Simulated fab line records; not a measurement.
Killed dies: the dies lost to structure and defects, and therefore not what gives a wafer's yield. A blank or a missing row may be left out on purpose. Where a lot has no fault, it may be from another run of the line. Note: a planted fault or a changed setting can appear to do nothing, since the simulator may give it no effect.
Comparing a struck lot with a sound one    flow sky130    15 steps out of a route of 708
Sound: wafers L323.1, L323.3, L323.4. The struck wafers were L317.2, L317.4, L317.5. The cause is named last.
At each step with rows: each side's tool, then ch and its chambers, then its first start. Under that, the readings that differ: sound wafers    struck wafers    difference of the means    sigmas: that difference in standard deviations of wafers without a fault.
alike: readings with means less than 2 such deviations apart, plus words and numbers identical on both sides. not compared: withheld readings, readings lacking a value on some wafer, bounds such as >300 that could conceal the same value, and numbers that have no deviation in the record and whose values overlap.
The two part at a step that has a row with sigmas, a row that says differs or no value, or rows on one side only. When numbers do not overlap yet have no deviation, they are printed without sigmas and do not part them. A reading missing from all wafers of one side parts the sides only when that side holds two or more wafers.

SKY_POLY_GATE_CD_MEAS_22:
  sound: cdSem-02 at day 21 10:02; struck: cdSem-02 at day 19 02:47
reading    sound              struck             difference  sigmas
cdNm (nm)  150.7 150.7 151.5  145.8 146.3 144.2  -5.5        -2
then, 7 steps without rows for these wafers: SKY_LDD_N_DEHYDRATE_00 (time 60 s); SKY_LDD_N_HMDS_01 (prime time 60 s); SKY_LDD_N_COAT_02 (resist thk 300 nm); SKY_LDD_N_SOFTBAKE_03 (time 60 s); SKY_LDD_N_EXPOSE_04 (exposes mask NTM, target cd 840 nm); SKY_LDD_N_PEB_05; SKY_LDD_N_DEVELOP_06 (develop time 60 s).
SKY_LDD_N_OVL_MEAS_07:
  sound: overlay-01 at day 22 17:10; struck: overlay-01 at day 20 08:31
  alike: LDD_N_OVL
then, 3 steps without rows for these wafers: SKY_LDD_N_IMPLANT_08; SKY_LDD_N_IMPLANT_09; SKY_LDD_N_IMPLANT_10.
SKY_LDD_N_IMPLANT_11:
  sound on implanter-02 ch 0, day 22 17:39; struck on implanter-01 ch 0, day 20 09:02
reading           sound             struck             difference  sigmas
beamOnS (s)       10.35 10.22 9.95  11.68 11.59 11.76  +1.50       +8
faradayCurrentUA  410 414 425       363 364 360        -54         -7
  alike: doseIonsCm2
following that, these wafers have no rows for 1 step: SKY_LDD_N_IMPLANT_12.
-- the record jumps here: 27 days lie between the struck wafers' starts before and after (it left off in module LDD_N and takes up again in module PAD_OPEN, whose first step shown is number 708 of the route) --
SKY_PAD_OPEN_PROBE_99:
  sound: prober-01 at day 49 01:10; struck: prober-02 at day 47 18:20
reading                   sound              struck             difference  sigmas
model.etest.tipN.rsOhmSq  441.8 439.5 441.1  427.7 429.6 430.6  -11.5       
  alike: killed_at_M0_to_M3, killed_at_M4_up, killedAtContacts, killedAtFrontEnd, killedAtOther, killedDies, killedOnRim, killedOpen, killedShort

WHERE THEY PART
Earliest at SKY_POLY_GATE_CD_MEAS_22; latest, in this record, at SKY_LDD_N_IMPLANT_11. Later steps at which nothing parts them and some readings are alike: SKY_PAD_OPEN_PROBE_99.

WHY: the cause the simulator had injected
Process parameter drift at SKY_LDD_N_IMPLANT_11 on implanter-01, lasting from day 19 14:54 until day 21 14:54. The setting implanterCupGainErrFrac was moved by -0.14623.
